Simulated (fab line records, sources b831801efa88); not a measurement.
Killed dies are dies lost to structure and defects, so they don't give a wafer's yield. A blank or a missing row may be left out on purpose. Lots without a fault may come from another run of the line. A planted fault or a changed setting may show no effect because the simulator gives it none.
Problem report in the 8D (eight disciplines) form, filled by code | flow gf180mcu | the parts of the form that need people (team, actions taken, sign-off) are left out

1. THE PROBLEM
HV_LDD_RS at GF_HV_LDD_RS_MEAS_53 reads a mean of 411.2 ohm/sq on 9 wafers of 3 lots; wafers without a fault read 417.2 ohm/sq with a standard deviation of 0.95. That is -6.3 standard deviations from the usual mean.
The step: measures by four-point-probe.
First seen on wafer L258.2, day 13 18:48, on film_metro-03. The record holds 42 wafers of 14 lots with a number at this step. Rule for "out", or "out of limits": more than 4 standard deviations from the usual mean. The other wafers with a number count as sound.

2. WHAT IT IS AND WHAT IT IS NOT
question                    | is                                          | is not
which readings at this step | HV_LDD_RS                                   | -
which lots                  | L258, L260, L261                            | L254, L255, L256, L257, L267, L269, L270, L271, L272, L275, L276
which wafers of those lots  | all that have a number                      | -
read on which gauges        | film_metro-01, film_metro-02, film_metro-03 | -
when                        | from day 13 18:48                           | up to then (12 sound wafers); but 21 sound wafers of L267, L269, L270, L271, L272, L275, L276 came after

3. SUSPECTS, AND WHAT RULES EACH OUT
Counting: a tool at a process step up to the reading stays a suspect if it ran every lot that is out and no sound lot after the first of them.
- the gauge at GF_HV_LDD_RS_MEAS_53: ruled out. The wafers that are out were read on 3 gauges (film_metro-01, film_metro-02, film_metro-03).
- implanter-01 at GF_HV_LDD_IMPLANT_36: ruled out as a lasting fault. Sound lots L269, L270, L271, L276 ran on it after its first lot that is out, L258 (day 12 21:24).
Left after counting: nothing in the record.

4. THE CAUSE (what the simulator had put in)
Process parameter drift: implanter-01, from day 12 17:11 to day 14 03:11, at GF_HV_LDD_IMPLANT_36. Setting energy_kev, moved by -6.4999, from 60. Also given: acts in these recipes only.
Counting ruled it out, wrongly: the rule takes a fault to strike every lot that its tool runs from its start on, and this one did not.

5. THE CHAIN OF EFFECTS, in route order
Each row: a reading whose mean over the struck wafers that have a number lies more than 3 standard deviations from the usual. Only readings for which the record gives a usual standard deviation are gone through. hours: the time from each lot's start at the first step in this table that gives one to its start at this step, as a median over the lots. sigmas: the change in usual standard deviations.
hours | step                 | reading         | usual        | on struck wafers | change | sigmas
0     | GF_HV_LDD_IMPLANT_36 | beam_energy_keV | 59.997       | 53.497           | -6.500 | -99 or more
22    | GF_HV_LDD_RS_MEAS_53 | HV_LDD_RS       | 417.2 ohm/sq | 411.2            | -6.0   | -6.3
The process steps in it:
- GF_HV_LDD_IMPLANT_36

6. WHAT WOULD HAVE CAUGHT IT SOONER
In this record the first reading out of limits at a measuring or inspecting step was taken at day 13 18:48, 26 hours after the fault began at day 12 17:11.
The tool's own readings at GF_HV_LDD_IMPLANT_36 were out on every struck wafer that the step has a row for (beam_energy_keV): an alarm limit on them would have fired on the first of those.
